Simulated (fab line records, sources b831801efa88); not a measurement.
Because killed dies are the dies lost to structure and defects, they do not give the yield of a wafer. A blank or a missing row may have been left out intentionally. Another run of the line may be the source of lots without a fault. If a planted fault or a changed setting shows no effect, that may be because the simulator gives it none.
fab line records | flow sky130
record lots=6 | wafers=18 | last-day=50
route steps=708 shown VIA2@524 METAL3@532 CAPM@537 PAD_OPEN@708
lots that met no fault: from a run of the same line without faults
start-h: hours from the record's opening day to when the first of the lot's shown wafers began | wait-h: hours elapsed since this lot's preceding step | " repeats the value in the row above | L1.1+2: several wafers, shown together as one row | - value missing, or start not given | * or withheld: withheld | < > ~ a bound
route shown NAME@n: names a module that has steps shown in the file, with the first one's number in the route | usual: mean and standard deviation over wafers with no fault | same: alike in all rows | chamber/n: place in a boat | sites: readings site by site | _std_site: the values' standard deviation | _edge_site: mean of outer sites minus mean of inner sites | radius-mm: how far each site lies from the wafer's centre | mask NAME#n: copy n | behind: the last tool/chamber to shape the wafer | hold: cause of the lot's hold/its duration in hours/its outcome | device: the transistor (n, p or np) that didn't switch | end of line: tests of these same wafers at the route's end | a step with no rows: only its recipe | killed: at the first sort, the dies lost to defects and structure; wafer yield is something else | map: shows each die of a wafer: x if killed, . if not, _ if none is there
set.NAME: setting as actually run; set.NAME@STEP: the setting as run at that earlier step | model.NAME: the simulator's own value behind a step, which no gauge read
certain route steps with their lots: each step a table, each wafer a row
services: the hour from which a tool's chamber was out of use, counted from the record's first day as start-h (under 0 if before that day), plus the number of hours and why
## steps
# step SKY_VIA2_STRIP_17
# recipe chemistry=post-etch-residue-remover | time-s=1200 | temp-c=72.5
# step SKY_VIA2_CLEAN_18
# recipe chemistry=IPA | time-s=180 | temp-c=25
# step SKY_VIA2_CLEAN_19
# recipe chemistry=O3/DIW | dry=n2-spin
# step SKY_VIA2_SPUTTER_20
# recipe material=TiN | target-thk-nm=20 | chamber-pressure-pa=5 | power-w=4000 | time-s=80
# usual throttle-valve-pct=30.0/1.2
lot.wafer | tool           | chamber | start-h | wait-h | throttle-valve-pct
L296.1    | pvd-sputter-02 | -       | 913.25  | 0.0    | 31.3
L296.3    | "              | -       | "       | "      | 30.6
L296.4    | "              | -       | "       | "      | 32.1
L297.2    | pvd-sputter-03 | -       | 920.05  | 0.0    | 30.2
L297.3    | "              | -       | "       | "      | 28.7
L297.6    | "              | -       | "       | "      | 29.3
L302.2    | pvd-sputter-03 | -       | 955.32  | 0.0    | 29.0
L302.3    | "              | -       | "       | "      | 30.0
L302.6    | "              | -       | "       | "      | 31.1
L303.2    | pvd-sputter-03 | -       | 968.92  | 0.0    | 30.8
L303.4    | "              | -       | "       | "      | 28.6
L303.5    | "              | -       | "       | "      | 28.6
L310.1    | pvd-sputter-03 | -       | 1007.29 | 0.0    | 29.4
L310.5    | "              | -       | "       | "      | 30.1
L310.6    | "              | -       | "       | "      | 28.8
L311.1    | pvd-sputter-02 | -       | 1010.99 | 0.0    | 31.8
L311.4    | "              | -       | "       | "      | 30.7
L311.5    | "              | -       | "       | "      | 31.4
# step SKY_VIA2_CVD_21
# recipe material=W | target-thk-nm=420 | time-s=126.4 | temp-c=400 | pressure-torr=40
# step SKY_VIA2_RS_MEAS_22
# recipe thk-meas-gauge=four-point-probe | reads=W_of_VIA2_CVD_21+TiN_of_VIA2_SPUTTER_20
# usual VIA2_W_RS=0.272/0.0036
lot.wafer | tool          | chamber | start-h | wait-h | VIA2_W_RS[ohm/sq]
L296.1    | film-metro-04 | -       | 913.44  | 0.1    | 0.271
L296.3    | "             | -       | "       | "      | 0.274
L296.4    | "             | -       | "       | "      | 0.269
L297.2    | film-metro-01 | -       | 920.27  | 0.1    | 0.273
L297.3    | "             | -       | "       | "      | 0.271
L297.6    | "             | -       | "       | "      | 0.271
L302.2    | film-metro-01 | -       | 955.53  | 0.1    | 0.268
L302.3    | "             | -       | "       | "      | 0.264
L302.6    | "             | -       | "       | "      | 0.276
L303.2    | film-metro-04 | -       | 969.13  | 0.1    | 0.270
L303.4    | "             | -       | "       | "      | 0.271
L303.5    | "             | -       | "       | "      | 0.269
L310.1    | film-metro-04 | -       | 1007.48 | 0.1    | 0.271
L310.5    | "             | -       | "       | "      | 0.269
L310.6    | "             | -       | "       | "      | 0.268
L311.1    | film-metro-01 | -       | 1011.18 | 0.1    | 0.273
L311.4    | "             | -       | "       | "      | 0.272
L311.5    | "             | -       | "       | "      | 0.274
# step SKY_VIA2_THK_MEAS_23
# recipe thk-meas-gauge=xrf | reads=W_of_VIA2_CVD_21
# usual VIA2_W_THK=402/7.6
lot.wafer | tool          | chamber | start-h | wait-h | VIA2_W_THK[nm]
L296.1    | film-metro-04 | -       | 913.56  | 0.1    | 398
L296.3    | "             | -       | "       | "      | 396
L296.4    | "             | -       | "       | "      | 401
L297.2    | film-metro-01 | -       | 920.38  | 0.1    | 401
L297.3    | "             | -       | "       | "      | 405
L297.6    | "             | -       | "       | "      | 403
L302.2    | film-metro-01 | -       | 955.64  | 0.1    | 415
L302.3    | "             | -       | "       | "      | 425
L302.6    | "             | -       | "       | "      | 404
L303.2    | film-metro-04 | -       | 969.24  | 0.1    | 400
L303.4    | "             | -       | "       | "      | 398
L303.5    | "             | -       | "       | "      | 401
L310.1    | film-metro-04 | -       | 1007.60 | 0.1    | 403
L310.5    | "             | -       | "       | "      | 406
L310.6    | "             | -       | "       | "      | 405
L311.1    | film-metro-01 | -       | 1011.30 | 0.1    | 408
L311.4    | "             | -       | "       | "      | 411
L311.5    | "             | -       | "       | "      | 406
# step SKY_VIA2_CMP_24
# recipe stop-on=SiO2 | t-overpolish-s=20 | down-force-psi=3.5 | platen-rpm=60 | target-thk-nm=0 | pad-velocity-m-s=0.94248
# step SKY_METAL3_SPUTTER_00
# recipe material=Ti | target-thk-nm=15 | power-w=3000 | time-s=10 | chamber-pressure-pa=0.4
# usual throttle-valve-pct=30.0/1
lot.wafer | tool           | chamber | start-h | wait-h | throttle-valve-pct
L296.1    | pvd-sputter-03 | -       | 914.19  | 0.1    | 28.6
L296.3    | "              | -       | "       | "      | 29.3
L296.4    | "              | -       | "       | "      | 31.2
L297.2    | pvd-sputter-02 | -       | 920.73  | 0.1    | 30.5
L297.3    | "              | -       | "       | "      | 31.7
L297.6    | "              | -       | "       | "      | 30.6
L302.2    | pvd-sputter-02 | -       | 955.99  | 0.2    | 32.0
L302.3    | "              | -       | "       | "      | 31.5
L302.6    | "              | -       | "       | "      | 30.7
L303.2    | pvd-sputter-02 | -       | 969.59  | 0.1    | 30.4
L303.4    | "              | -       | "       | "      | 31.8
L303.5    | "              | -       | "       | "      | 31.6
L310.1    | pvd-sputter-01 | -       | 1007.96 | 0.2    | 29.1
L310.5    | "              | -       | "       | "      | 29.4
L310.6    | "              | -       | "       | "      | 28.1
L311.1    | pvd-sputter-03 | -       | 1011.66 | 0.1    | 30.9
L311.4    | "              | -       | "       | "      | 30.1
L311.5    | "              | -       | "       | "      | 29.9
# step SKY_METAL3_SPUTTER_01
# recipe material=TiN | target-thk-nm=20 | power-w=6500 | time-s=16.7 | chamber-pressure-pa=0.4
# usual throttle-valve-pct=29.9/1
lot.wafer | tool           | chamber | start-h | wait-h | throttle-valve-pct
L296.1    | pvd-sputter-03 | -       | 914.21  | 0.0    | 28.9
L296.3    | "              | -       | "       | "      | 29.6
L296.4    | "              | -       | "       | "      | 30.7
L297.2    | pvd-sputter-02 | -       | 920.75  | 0.0    | 30.8
L297.3    | "              | -       | "       | "      | 31.7
L297.6    | "              | -       | "       | "      | 30.4
L302.2    | pvd-sputter-02 | -       | 956.01  | 0.0    | 31.9
L302.3    | "              | -       | "       | "      | 31.5
L302.6    | "              | -       | "       | "      | 30.7
L303.2    | pvd-sputter-02 | -       | 969.61  | 0.0    | 30.7
L303.4    | "              | -       | "       | "      | 31.6
L303.5    | "              | -       | "       | "      | 31.9
L310.1    | pvd-sputter-01 | -       | 1007.99 | 0.0    | 29.1
L310.5    | "              | -       | "       | "      | 29.2
L310.6    | "              | -       | "       | "      | 28.4
L311.1    | pvd-sputter-03 | -       | 1011.69 | 0.0    | 31.0
L311.4    | "              | -       | "       | "      | 29.9
L311.5    | "              | -       | "       | "      | 30.2
# step SKY_METAL3_SPUTTER_02
# recipe material=AlCu | target-thk-nm=735 | power-w=10600 | time-s=39.1 | chamber-pressure-pa=0.4
# usual throttle-valve-pct=30.0/1
lot.wafer | tool           | chamber | start-h | wait-h | throttle-valve-pct
L296.1    | pvd-sputter-03 | -       | 914.24  | 0.0    | 28.6
L296.3    | "              | -       | "       | "      | 29.8
L296.4    | "              | -       | "       | "      | 31.1
L297.2    | pvd-sputter-02 | -       | 920.77  | 0.0    | 30.6
L297.3    | "              | -       | "       | "      | 31.9
L297.6    | "              | -       | "       | "      | 30.9
L302.2    | pvd-sputter-02 | -       | 956.04  | 0.0    | 31.9
L302.3    | "              | -       | "       | "      | 31.7
L302.6    | "              | -       | "       | "      | 30.6
L303.2    | pvd-sputter-02 | -       | 969.64  | 0.0    | 30.7
L303.4    | "              | -       | "       | "      | 31.8
L303.5    | "              | -       | "       | "      | 31.8
L310.1    | pvd-sputter-01 | -       | 1008.01 | 0.0    | 29.1
L310.5    | "              | -       | "       | "      | 29.7
L310.6    | "              | -       | "       | "      | 28.5
L311.1    | pvd-sputter-03 | -       | 1011.71 | 0.0    | 31.2
L311.4    | "              | -       | "       | "      | 30.0
L311.5    | "              | -       | "       | "      | 30.0
# step SKY_METAL3_SPUTTER_03
# recipe material=Ti | target-thk-nm=5 | power-w=3000 | time-s=3.3 | chamber-pressure-pa=0.4
# step SKY_METAL3_SPUTTER_04
# recipe material=TiN | target-thk-nm=70 | power-w=6500 | time-s=58.3 | chamber-pressure-pa=0.4
# usual throttle-valve-pct=30.0/1
lot.wafer | tool           | chamber | start-h | wait-h | throttle-valve-pct | model.TiN_of_METAL3_SPUTTER_04.thk-nm
L296.1    | pvd-sputter-03 | -       | 914.29  | 0.0    | 28.7               | 70.4
L296.3    | "              | -       | "       | "      | 29.5               | 71.12
L296.4    | "              | -       | "       | "      | 30.9               | 70.78
L297.2    | pvd-sputter-02 | -       | 920.83  | 0.0    | 30.5               | 68.78
L297.3    | "              | -       | "       | "      | 31.8               | 69.32
L297.6    | "              | -       | "       | "      | 30.8               | 69.24
L302.2    | pvd-sputter-02 | -       | 956.10  | 0.0    | 31.7               | 70.59
L302.3    | "              | -       | "       | "      | 31.2               | 93.05
L302.6    | "              | -       | "       | "      | 30.6               | 69.95
L303.2    | pvd-sputter-02 | -       | 969.70  | 0.0    | 30.9               | 69.11
L303.4    | "              | -       | "       | "      | 31.7               | 92.58
L303.5    | "              | -       | "       | "      | 31.8               | 69.85
L310.1    | pvd-sputter-01 | -       | 1008.07 | 0.0    | 29.3               | 69.91
L310.5    | "              | -       | "       | "      | 29.2               | 69.37
L310.6    | "              | -       | "       | "      | 28.6               | 69.68
L311.1    | pvd-sputter-03 | -       | 1011.77 | 0.0    | 30.7               | 70.03
L311.4    | "              | -       | "       | "      | 30.2               | 70.01
L311.5    | "              | -       | "       | "      | 30.0               | 70.17
# step SKY_CAPM_CVD_00
# recipe material=SiO2 | target-thk-nm=15.5 | temp-c=400 | time-s=withheld | rf-w=450
# usual heater-power-w=674/84
lot.wafer | tool     | chamber | start-h | wait-h | heater-power-w
L296.1    | pecvd-01 | 1       | 914.34  | 0.0    | 695
L296.3    | "        | 2       | "       | "      | 737
L296.4    | "        | 1       | "       | "      | 701
L297.2    | pecvd-02 | 2       | 920.88  | 0.0    | 665
L297.3    | "        | 0       | "       | "      | 674
L297.6    | "        | 1       | "       | "      | 666
L302.2    | pecvd-02 | 2       | 956.15  | 0.0    | 699
L302.3    | "        | 0       | "       | "      | 665
L302.6    | "        | 0       | "       | "      | 670
L303.2    | pecvd-01 | 1       | 969.75  | 0.0    | 593
L303.4    | "        | 2       | "       | "      | 618
L303.5    | "        | 1       | "       | "      | 589
L310.1    | pecvd-01 | 0       | 1008.12 | 0.0    | 624
L310.5    | "        | 0       | "       | "      | 624
L310.6    | "        | 1       | "       | "      | 621
L311.1    | pecvd-04 | 2       | 1011.82 | 0.0    | 780
L311.4    | "        | 0       | "       | "      | 675
L311.5    | "        | 1       | "       | "      | 797
# step SKY_PAD_OPEN_PROBE_99
# usual defect-limited-yield=81.9/1.9 | killed_at_M0_to_M3=45/7.3 | killed_at_M4_up=3.2/1.8 | killed-at-contacts=25/5.5 | killed-at-front-end=15/4.2 | killed-at-other=0.3/0.69 | killed-dies=89/9.4 | killed-open=49/6.6 | killed-short=40/6.4 | sort_bin_3_pad_short=0.9/0.43 | sort_bin_5_function=10.7/1.5 | sort_bin_6_memory=6.5/1.2 | sort-n-pass=403/9.4 | sort-yield-pct=81.9/1.9
# same gross-dies=492 | killed-at-back-side=0 | sort_bin_4_leakage[%]=0 | sort_bin_8_speed[%]=0
lot.wafer | tool      | chamber | start-h | wait-h | defect-limited-yield[%] | killed_at_M0_to_M3 | killed_at_M4_up | killed-at-contacts | killed-at-front-end | killed-at-other | killed-dies | killed-open | killed-short | sort_bin_3_pad_short[%] | sort_bin_5_function[%] | sort_bin_6_memory[%] | sort-n-pass | sort-yield-pct[%] | model.etest.via3-chain.rc-ohm
L296.1    | prober-02 | -       | 1128.17 | 0.1    | 82.1                    | 39                 | 4               | 29                 | 13                  | 3               | 88          | 44          | 43           | 0.6                     | 10.4                   | 6.9                  | 404         | 82.1              | 9.591
L296.3    | prober-02 | -       | 1128.27 | 0.2    | 83.9                    | 31                 | 6               | 23                 | 19                  | 0               | 79          | 44          | 35           | 0.6                     | 10.8                   | 4.7                  | 413         | 83.9              | 9.184
L296.4    | prober-02 | -       | 1128.32 | 0.2    | 83.3                    | 40                 | 4               | 25                 | 13                  | 0               | 82          | 42          | 40           | 0.6                     | 8.1                    | 7.9                  | 410         | 83.3              | 8.943
L297.2    | prober-01 | -       | 1130.61 | 0.1    | 84.8                    | 37                 | 3               | 24                 | 11                  | 0               | 75          | 42          | 33           | 0.6                     | 10.4                   | 4.3                  | 417         | 84.8              | 9.463
L297.3    | prober-01 | -       | 1130.66 | 0.2    | 82.1                    | 52                 | 6               | 20                 | 10                  | 0               | 88          | 43          | 45           | 1.2                     | 10.4                   | 6.3                  | 404         | 82.1              | 10.27
L297.6    | prober-01 | -       | 1130.81 | 0.2    | 81.5                    | 51                 | 5               | 18                 | 16                  | 1               | 91          | 54          | 37           | 1.2                     | 10.6                   | 6.7                  | 401         | 81.5              | 9.773
L302.2    | prober-02 | -       | 1159.58 | 0.1    | 79.5                    | 60                 | 3               | 20                 | 16                  | 2               | 101         | 38          | 63           | 2.2                     | 10.6                   | 7.7                  | 391         | 79.5              | 9.78
L302.3    | prober-02 | -       | 1159.63 | 0.2    | 83.3                    | 39                 | 9               | 20                 | 14                  | 0               | 82          | 47          | 33           | 0.8                     | 9.3                    | 6.5                  | 410         | 83.3              | 9.849
L302.6    | prober-02 | -       | 1159.78 | 0.2    | 82.3                    | 49                 | 5               | 21                 | 12                  | 0               | 87          | 42          | 45           | 0.8                     | 10.2                   | 6.7                  | 405         | 82.3              | 9.624
L303.2    | prober-01 | -       | 1167.81 | 0.1    | 80.9                    | 55                 | 3               | 27                 | 9                   | 0               | 94          | 55          | 39           | 0.8                     | 11.4                   | 6.9                  | 398         | 80.9              | 9.573
L303.4    | prober-01 | -       | 1167.91 | 0.2    | 84.8                    | 37                 | 1               | 22                 | 15                  | 0               | 75          | 48          | 27           | 0.2                     | 9.6                    | 5.5                  | 417         | 84.8              | 10.45
L303.5    | prober-01 | -       | 1167.96 | 0.2    | 81.9                    | 46                 | 3               | 23                 | 17                  | 0               | 89          | 51          | 37           | 1.6                     | 11.4                   | 5.1                  | 403         | 81.9              | 10.11
L310.1    | prober-02 | -       | 1196.82 | 0.1    | 79.5                    | 41                 | 5               | 26                 | 29                  | 0               | 101         | 58          | 43           | 0.8                     | 11.4                   | 8.3                  | 391         | 79.5              | 9.321
L310.5    | prober-02 | -       | 1197.02 | 0.2    | 83.1                    | 39                 | 4               | 23                 | 15                  | 2               | 83          | 49          | 34           | 0.4                     | 11.2                   | 5.3                  | 409         | 83.1              | 10.04
L310.6    | prober-02 | -       | 1197.07 | 0.2    | 82.1                    | 52                 | 1               | 22                 | 13                  | 0               | 88          | 50          | 38           | 1.2                     | 9.8                    | 6.9                  | 404         | 82.1              | 9.161
L311.1    | prober-01 | -       | 1198.51 | 0.1    | 81.1                    | 42                 | 1               | 25                 | 25                  | 0               | 93          | 57          | 36           | 1.0                     | 12.0                   | 5.9                  | 399         | 81.1              | 9.531
L311.4    | prober-01 | -       | 1198.66 | 0.2    | 80.3                    | 47                 | 5               | 18                 | 27                  | 0               | 97          | 60          | 37           | 0.8                     | 9.6                    | 9.3                  | 395         | 80.3              | 9.673
L311.5    | prober-01 | -       | 1198.71 | 0.2    | 83.3                    | 43                 | 7               | 18                 | 14                  | 0               | 82          | 40          | 42           | 0.8                     | 11.0                   | 4.9                  | 410         | 83.3              | 9.686
# killed by level:class
L296.1 VIA1:geometric-particle:open=10 CONTACT:geometric-particle:open=9 LI_CONTACT:geometric-particle:open=8 CONTACT:geometric-particle:short=6 METAL2:geometric-particle:short=6 LOCAL_INTERCONNECT:geometric-particle:short=4 METAL1:geometric-particle:short=4 VIA2:geometric-particle:short=4
L296.3 LI_CONTACT:geometric-particle:open=13 VIA1:geometric-particle:open=8 POLY_GATE:geometric-particle:short=7 CONTACT:geometric-particle:open=7 METAL2:geometric-particle:short=6 VIA2:geometric-particle:short=6 POLY_GATE:geometric-particle:open=4 METAL4:geometric-particle:short=4
L296.4 VIA1:geometric-particle:open=13 CONTACT:geometric-particle:open=8 VIA2:geometric-particle:open=7 LI_CONTACT:geometric-particle:short=6 VIA1:geometric-particle:short=5 CONTACT:geometric-particle:short=5 FIELD_ISO:geometric-particle:short=4 VIA3:geometric-particle:short=4
L297.2 CONTACT:geometric-particle:open=12 METAL2:geometric-particle:short=8 VIA1:geometric-particle:open=8 VIA2:geometric-particle:open=7 LOCAL_INTERCONNECT:geometric-particle:short=6 VIA3:geometric-particle:open=6 POLY_GATE:geometric-particle:open=4 VIA1:geometric-particle:short=3
L297.3 CONTACT:geometric-particle:open=10 VIA1:geometric-particle:open=8 VIA3:geometric-particle:short=8 VIA1:geometric-particle:short=6 VIA2:geometric-particle:short=5 METAL2:geometric-particle:short=5 VIA2:geometric-particle:open=5 VIA3:geometric-particle:open=5
L297.6 CONTACT:geometric-particle:open=9 VIA1:geometric-particle:open=9 VIA3:geometric-particle:open=9 POLY_GATE:geometric-particle:open=6 METAL1:geometric-particle:short=6 VIA2:geometric-particle:open=5 POLY_GATE:geometric-particle:short=4 VIA3:geometric-particle:short=4
L302.2 VIA1:geometric-particle:open=15 POLY_GATE:geometric-particle:short=10 METAL2:geometric-particle:short=8 METAL1:geometric-particle:short=8 CONTACT:geometric-particle:short=7 CONTACT:geometric-particle:open=6 VIA3:geometric-particle:open=6 VIA1:geometric-particle:short=5
L302.3 VIA1:geometric-particle:open=14 CONTACT:geometric-particle:open=8 VIA2:geometric-particle:open=8 FIELD_ISO:geometric-particle:short=6 METAL4:geometric-particle:short=6 FIELD_ISO:geometric-particle:open=5 LI_CONTACT:geometric-particle:open=4 CONTACT:geometric-particle:short=3
L302.6 VIA2:geometric-particle:open=11 VIA1:geometric-particle:open=8 CONTACT:geometric-particle:open=7 LOCAL_INTERCONNECT:geometric-particle:short=6 VIA1:geometric-particle:short=6 VIA3:geometric-particle:open=6 FIELD_ISO:geometric-particle:short=5 CONTACT:geometric-particle:short=5
L303.2 LI_CONTACT:geometric-particle:open=12 VIA1:geometric-particle:open=10 VIA2:geometric-particle:open=9 CONTACT:geometric-particle:open=9 METAL1:geometric-particle:short=8 METAL2:geometric-particle:short=7 VIA3:geometric-particle:open=6 POLY_GATE:geometric-particle:short=4
L303.4 VIA2:geometric-particle:open=13 CONTACT:geometric-particle:open=10 VIA1:geometric-particle:open=7 METAL2:geometric-particle:short=4 POLY_GATE:geometric-particle:open=4 LI_CONTACT:geometric-particle:open=4 FIELD_ISO:geometric-particle:open=3 POLY_GATE:geometric-particle:short=3
L303.5 CONTACT:geometric-particle:open=12 VIA2:geometric-particle:open=9 VIA1:geometric-particle:open=7 VIA3:geometric-particle:open=7 LI_CONTACT:geometric-particle:open=5 POLY_GATE:geometric-particle:open=5 VIA3:geometric-particle:short=4 POLY_GATE:geometric-particle:short=4
L310.1 CONTACT:geometric-particle:open=12 VIA2:geometric-particle:open=9 VIA1:geometric-particle:open=8 VIA3:geometric-particle:open=8 FIELD_ISO:geometric-particle:short=7 FIELD_ISO:geometric-particle:open=6 METAL2:geometric-particle:short=6 POLY_GATE:geometric-particle:open=5
L310.5 CONTACT:geometric-particle:open=8 VIA3:geometric-particle:open=8 VIA1:geometric-particle:open=7 VIA2:geometric-particle:open=7 LI_CONTACT:geometric-particle:open=6 METAL2:geometric-particle:short=6 POLY_GATE:geometric-particle:short=4 LOCAL_INTERCONNECT:geometric-particle:short=4
L310.6 VIA1:geometric-particle:open=13 CONTACT:geometric-particle:open=12 VIA2:geometric-particle:open=7 VIA3:geometric-particle:open=6 VIA3:geometric-particle:short=5 VIA1:geometric-particle:short=5 METAL1:geometric-particle:short=5 FIELD_ISO:geometric-particle:short=4
L311.1 VIA1:geometric-particle:open=12 LI_CONTACT:geometric-particle:open=9 VIA2:geometric-particle:open=7 POLY_GATE:geometric-particle:open=6 METAL2:geometric-particle:short=6 POLY_GATE:geometric-particle:short=5 CONTACT:geometric-particle:open=5 VIA3:geometric-particle:open=5
L311.4 VIA1:geometric-particle:open=15 CONTACT:geometric-particle:open=10 VIA3:geometric-particle:open=7 FIELD_ISO:geometric-particle:short=6 POLY_GATE:geometric-particle:open=6 METAL2:geometric-particle:short=6 FIELD_ISO:geometric-particle:open=5 POLY_GATE:geometric-particle:short=5
L311.5 METAL1:geometric-particle:short=8 CONTACT:geometric-particle:open=7 VIA1:geometric-particle:open=7 VIA1:geometric-particle:short=5 VIA2:geometric-particle:open=5 METAL4:geometric-particle:short=5 FIELD_ISO:geometric-particle:short=4 POLY_GATE:geometric-particle:short=4
## services
tool           | chamber | start-h | hours | kind
pvd-sputter-03 | -       | 898.70  | 2.3   | repair
pecvd-04       | -       | 919.53  | 2.8   | pm
pecvd-04       | 1       | 935.01  | -     | clean
pecvd-04       | 1       | 935.01  | 29.5  | scheduled-down
pecvd-04       | 1       | 935.01  | 29.5  | vent-cycle
pvd-sputter-02 | -       | 965.40  | 1.8   | repair
pvd-sputter-01 | -       | 968.76  | 1.4   | repair
pecvd-02       | 1       | 985.03  | 2.1   | scheduled-down
pecvd-01       | 2       | 1007.31 | 32.9  | repair
## key
first-sign none at tools or gauges
model-effect step=SKY_METAL3_SPUTTER_04 | value=TiN_of_METAL3_SPUTTER_04.thk-nm | without=70.37 | struck=92.81
model-effect step=SKY_PAD_OPEN_PROBE_99 | value=etest.via3-chain.rc-ohm | without=9.526 | struck=10.15
met-at SKY_METAL3_SPUTTER_04
struck-wafers L302.3,L303.4
onset-between 920.83 956.10
fault kind=process-parameter-drift | tool=pvd-sputter-02 | chamber=- | onset-h=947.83 | steps=SKY_METAL3_SPUTTER_04 | channel=target-thk-nm | offset=22.449 | shape=step | end-h=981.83 | scope=struck-wafers-only | acts-in=these-recipes-only | stated=70
